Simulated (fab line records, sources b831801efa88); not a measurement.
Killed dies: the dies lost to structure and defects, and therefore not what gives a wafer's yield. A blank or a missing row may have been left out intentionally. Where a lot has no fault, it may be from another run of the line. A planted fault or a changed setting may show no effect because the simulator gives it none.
fab line records	flow gf180mcu
record: lots: 13	wafers: 39	last_day: 34
route steps=602 shown STI@5 MVPSD@82 LVPWELL@138 HV_LDD@196
lots untouched by any fault: they come from a run of this same line in which no faults occurred
start_h: hours from the record's first day to the start of the lot's first wafer shown	wait_h: hours since the lot's step before	" unchanged from the row above	L1.1+2: one row covering several wafers at once	- value missing, or start not given	* or withheld: withheld	< > ~ a bound
route shown NAME@n: NAME is a module with steps in the file, n the number in the route of the first one	usual: mean and standard deviation over wafers with no fault	same: alike in all rows	chamber/n: place in a boat	sites: each site's reading	_std_site: the standard deviation of these	_edge_site: mean of outer sites minus mean of inner sites	radius_mm: for every site, how far away it sits from the centre of the wafer	mask NAME#n: copy n	behind: the tool/chamber that last shaped the wafer	hold: why the lot went on hold/how many hours it stayed there/how the hold came to an end	device: whichever transistor did not switch (one of n, p or np)	end of line: the tests these same wafers got at the end of their route	where a step has no rows: the recipe by itself	killed: at the first sort, the dies lost to defects and structure; wafer yield is something else	map: a wafer's dies, marking killed ones x, the rest . and places with no die _
set.NAME: setting as actually run; set.NAME@STEP: the setting as run at that earlier step	model.NAME: the simulator's own value behind a step, which no gauge read
the route's steps for a sample of lots (tables are steps, rows are wafers)
services: a tool's chamber out of use, with start hour (start_h, from the record's first day; less than 0 if before it), hours out, and reason
== steps ==
step: GF_STI_THK_MEAS_04
recipe: reads: Si3N4_of_STI_CVD_03
usual: STI_CVD_03_THK: 207.8/1.8
lot.wafer	tool	chamber	start_h	wait_h	STI_CVD_03_THK[nm]
L657.3	film_metro-01	-	13.58	0.0	206.1
L657.5	"	-	"	"	206.6
L657.6	"	-	"	"	206.7
L658.1	film_metro-02	-	18.56	0.0	206.7
L658.5	"	-	"	"	207.7
L658.6	"	-	"	"	207.1
L659.3	film_metro-04	-	23.95	0.0	206.8
L659.5	"	-	"	"	207.4
L659.6	"	-	"	"	208.1
L660.2	film_metro-01	-	28.57	0.0	208.3
L660.3	"	-	"	"	206.1
L660.4	"	-	"	"	207.8
L662.2	film_metro-04	-	38.57	0.0	208.4
L662.4	"	-	"	"	209.5
L662.6	"	-	"	"	211.3
L663.2	film_metro-04	-	43.57	0.0	207.3
L663.3	"	-	"	"	207.1
L663.4	"	-	"	"	209.6
L664.2	film_metro-04	-	48.69	0.0	210.1
L664.3	"	-	"	"	208.6
L664.4	"	-	"	"	210.1
L666.1	film_metro-04	-	59.55	0.0	209.3
L666.4	"	-	"	"	208.0
L666.5	"	-	"	"	206.6
L667.3	film_metro-02	-	63.84	0.0	203.4
L667.5	"	-	"	"	204.1
L667.6	"	-	"	"	206.4
L676.2	film_metro-02	-	108.57	0.0	207.6
L676.3	"	-	"	"	208.1
L676.6	"	-	"	"	205.3
L678.1	film_metro-04	-	119.81	0.0	208.1
L678.4	"	-	"	"	208.9
L678.5	"	-	"	"	206.8
L679.1	film_metro-02	-	124.52	0.0	207.3
L679.2	"	-	"	"	209.4
L679.6	"	-	"	"	210.4
L680.1	film_metro-01	-	128.56	0.0	210.3
L680.5	"	-	"	"	209.8
L680.6	"	-	"	"	210.3
step: GF_MVPSD_EXPOSE_04
recipe: mask_id: MVPSD	target_cd_nm: 1000	na: 0.6	source_shape: conventional	sigma_outer: 0.6	dose_mj: 260
lot.wafer	tool	chamber	start_h	wait_h	mask
L657.3+5+6	iline_stepper-01	0	90.38	-	MVPSD#0
L658.1+5+6	iline_stepper-01	0	96.94	-	MVPSD#0
L659.3+5+6	iline_stepper-01	0	103.68	-	MVPSD#0
L660.2+3+4	iline_stepper-01	0	105.01	-	MVPSD#0
L662.2+4+6	iline_stepper-02	0	118.69	-	MVPSD#0
L663.2+3+4	iline_stepper-02	0	123.86	-	MVPSD#0
L664.2+3+4	iline_stepper-02	0	130.21	-	MVPSD#0
L666.1+4+5	iline_stepper-02	0	144.34	-	MVPSD#0
L667.3+5+6	iline_stepper-02	0	149.58	-	LVPWELL#0
L676.2+3+6	iline_stepper-02	0	199.73	-	MVPSD#0
L678.1+4+5	iline_stepper-01	0	214.64	-	MVPSD#0
L680.1+5+6	iline_stepper-01	0	224.04	-	MVPSD#0
L679.1+2+6	iline_stepper-02	0	224.51	-	MVPSD#0
step: GF_MVPSD_OVL_MEAS_07
usual: MVPSD_OVL: 0.5/1.4
lot.wafer	tool	chamber	start_h	wait_h	MVPSD_OVL[nm]
L657.3	overlay-01	-	97.69	-	0.4
L657.5	"	-	"	"	-0.4
L657.6	"	-	"	"	0.6
L658.1	overlay-01	-	103.43	-	-3.3
L658.5	"	-	"	"	-1.6
L658.6	"	-	"	"	-3.3
L659.3	overlay-01	-	110.85	-	1.2
L659.5	"	-	"	"	2.5
L659.6	"	-	"	"	3.7
L660.2	overlay-01	-	112.48	-	1.2
L660.3	"	-	"	"	1.4
L660.4	"	-	"	"	0.4
L662.2	overlay-01	-	125.20	-	0.9
L662.4	"	-	"	"	-0.5
L662.6	"	-	"	"	-0.1
L663.2	overlay-02	-	131.43	-	-0.3
L663.3	"	-	"	"	1.1
L663.4	"	-	"	"	1.9
L664.2	overlay-02	-	137.20	-	0.4
L664.3	"	-	"	"	-0.9
L664.4	"	-	"	"	-1.2
L666.1	overlay-01	-	152.04	-	-2.0
L666.4	"	-	"	"	-1.8
L666.5	"	-	"	"	-0.2
L667.3	overlay-01	-	157.15	-	-
L667.5	"	-	"	"	-
L667.6	"	-	"	"	-
L676.2	overlay-01	-	208.34	-	-0.8
L676.3	"	-	"	"	-1.1
L676.6	"	-	"	"	-0.7
L678.1	overlay-02	-	222.92	-	-1.0
L678.4	"	-	"	"	-2.5
L678.5	"	-	"	"	-1.0
L680.1	overlay-01	-	232.89	-	1.6
L680.5	"	-	"	"	2.2
L680.6	"	-	"	"	-0.2
L679.1	overlay-02	-	233.59	-	0.3
L679.2	"	-	"	"	-0.6
L679.6	"	-	"	"	1.2
step: GF_MVPSD_TW_MEAS_11
usual: MVPSD_TW: 559/7.8
lot.wafer	tool	chamber	start_h	wait_h	MVPSD_TW
L657.3	film_metro-03	-	98.13	0.1	563
L657.5	"	-	"	"	563
L657.6	"	-	"	"	565
L658.1	film_metro-02	-	103.86	0.1	548
L658.5	"	-	"	"	549
L658.6	"	-	"	"	550
L659.3	film_metro-03	-	111.30	0.1	563
L659.5	"	-	"	"	566
L659.6	"	-	"	"	564
L660.2	film_metro-01	-	112.92	0.1	557
L660.3	"	-	"	"	558
L660.4	"	-	"	"	558
L662.2	film_metro-03	-	125.64	0.1	568
L662.4	"	-	"	"	566
L662.6	"	-	"	"	565
L663.2	film_metro-02	-	131.87	0.1	549
L663.3	"	-	"	"	551
L663.4	"	-	"	"	547
L664.2	film_metro-02	-	137.64	0.1	551
L664.3	"	-	"	"	552
L664.4	"	-	"	"	547
L666.1	film_metro-03	-	152.47	0.1	572
L666.4	"	-	"	"	573
L666.5	"	-	"	"	572
L667.3	film_metro-02	-	157.65	0.1	30
L667.5	"	-	"	"	30
L667.6	"	-	"	"	30
L676.2	film_metro-01	-	208.78	0.1	556
L676.3	"	-	"	"	557
L676.6	"	-	"	"	556
L678.1	film_metro-02	-	223.36	0.1	548
L678.4	"	-	"	"	549
L678.5	"	-	"	"	551
L680.1	film_metro-03	-	233.32	0.1	569
L680.5	"	-	"	"	568
L680.6	"	-	"	"	565
L679.1	film_metro-02	-	234.02	0.1	552
L679.2	"	-	"	"	549
L679.6	"	-	"	"	548
step: GF_VT_IMPLANT_RS_MEAS_48
recipe: thk_meas_gauge: four-point-probe
usual: LVPWELL_RS: 1196.1/2.8
lot.wafer	tool	chamber	start_h	wait_h	LVPWELL_RS[ohm/sq]
L657.3	film_metro-03	-	157.85	0.1	1196.0
L657.5	"	-	"	"	1195.2
L657.6	"	-	"	"	1195.0
L658.1	film_metro-03	-	165.27	0.1	1194.7
L658.5	"	-	"	"	1197.7
L658.6	"	-	"	"	1194.1
L659.3	film_metro-01	-	172.65	0.1	1201.0
L659.5	"	-	"	"	1197.5
L659.6	"	-	"	"	1195.8
L660.2	film_metro-02	-	174.73	0.1	1191.2
L660.3	"	-	"	"	1192.8
L660.4	"	-	"	"	1193.6
L662.2	film_metro-02	-	190.13	0.1	1194.3
L662.4	"	-	"	"	1196.6
L662.6	"	-	"	"	1198.3
L663.2	film_metro-03	-	195.93	0.1	1199.1
L663.3	"	-	"	"	1199.7
L663.4	"	-	"	"	1201.1
L664.2	film_metro-01	-	203.09	0.1	1191.8
L664.3	"	-	"	"	1189.6
L664.4	"	-	"	"	1195.7
L666.1	film_metro-01	-	219.67	0.1	1195.4
L666.4	"	-	"	"	1199.0
L666.5	"	-	"	"	1198.0
L667.3	film_metro-03	-	225.00	0.1	1196.7
L667.5	"	-	"	"	1194.4
L667.6	"	-	"	"	1198.0
L676.2	film_metro-03	-	283.98	0.1	1195.0
L676.3	"	-	"	"	1193.8
L676.6	"	-	"	"	1196.8
L678.1	film_metro-02	-	299.07	0.1	1194.9
L678.4	"	-	"	"	1195.3
L678.5	"	-	"	"	1197.7
L680.1	film_metro-02	-	311.41	0.1	1198.6
L680.5	"	-	"	"	1198.6
L680.6	"	-	"	"	1199.9
L679.1	film_metro-03	-	312.12	0.1	1195.5
L679.2	"	-	"	"	1194.4
L679.6	"	-	"	"	1192.4
step: GF_HV_LDD_OVL_MEAS_20
usual: HV_LDD_01_OVL: 1.8/1.6
lot.wafer	tool	chamber	start_h	wait_h	HV_LDD_01_OVL[nm]
L657.3	overlay-01	-	234.02	0.1	0.7
L657.5	"	-	"	"	0.7
L657.6	"	-	"	"	1.4
L658.1	overlay-01	-	241.31	0.1	3.1
L658.5	"	-	"	"	3.8
L658.6	"	-	"	"	1.8
L659.3	overlay-01	-	250.60	0.1	3.3
L659.5	"	-	"	"	2.0
L659.6	"	-	"	"	2.6
L660.2	overlay-02	-	253.19	0.1	1.1
L660.3	"	-	"	"	3.2
L660.4	"	-	"	"	3.7
L662.2	overlay-02	-	272.50	0.1	2.0
L662.4	"	-	"	"	0.5
L662.6	"	-	"	"	2.4
L663.2	overlay-02	-	277.15	0.1	1.4
L663.3	"	-	"	"	2.4
L663.4	"	-	"	"	1.9
L664.2	overlay-02	-	285.21	0.1	4.0
L664.3	"	-	"	"	2.4
L664.4	"	-	"	"	3.0
L666.1	overlay-02	-	302.99	0.1	0.0
L666.4	"	-	"	"	-0.1
L666.5	"	-	"	"	-1.7
L667.3	overlay-02	-	311.22	0.1	4.2
L667.5	"	-	"	"	4.7
L667.6	"	-	"	"	5.1
L676.2	overlay-01	-	377.16	0.1	1.6
L676.3	"	-	"	"	1.7
L676.6	"	-	"	"	1.7
L678.1	overlay-01	-	393.34	0.1	0.6
L678.4	"	-	"	"	-1.2
L678.5	"	-	"	"	1.8
L680.1	overlay-01	-	406.39	0.1	1.4
L680.5	"	-	"	"	1.9
L680.6	"	-	"	"	3.0
L679.1	overlay-01	-	410.26	0.1	0.5
L679.2	"	-	"	"	-0.5
L679.6	"	-	"	"	-0.4
== services ==
tool	chamber	start_h	hours	kind
iline_stepper-01	-	108.17	1.7	pm
iline_stepper-01	-	146.85	0.8	repair
iline_stepper-02	-	187.88	1.7	pm
iline_stepper-02	-	205.93	2.1	pm
iline_stepper-02	-	208.01	-	consumable_replace:lamp
== key ==
first_sign: step: GF_MVPSD_EXPOSE_04	reading: mask	direction: changed
effect: step: GF_MVPSD_OVL_MEAS_07	reading: MVPSD_OVL	direction: missing
effect: step: GF_MVPSD_TW_MEAS_11	reading: MVPSD_TW	direction: down	sigmas: 68	usual: 559	struck: 30
met_at GF_MVPSD_EXPOSE_04
struck_lots L667
sort_left_out L667.3,L667.5,L667.6
tester_left_out L667
not_acting_at GF_STI_THK_MEAS_04,GF_VT_IMPLANT_RS_MEAS_48,GF_HV_LDD_OVL_MEAS_20
onset_between 144.34 149.58
fault: kind: wrong_mask	tool: any	chamber: -	onset_h: 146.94	steps: GF_MVPSD_EXPOSE_04	aux_copy: LVPWELL#0	scope: struck_lots_only
tester_left_out: of these lots the tester's yield and bins aren't shown, on N5 and GAA mostly nor the transistor test; their killed dies are dies lost to structure and defects alone, not to doping, threshold or leakage, so they don't give the yield
sort_left_out: the simulated sort isn't trusted on such a fault, so these wafers' sort isn't shown, and their yield isn't known
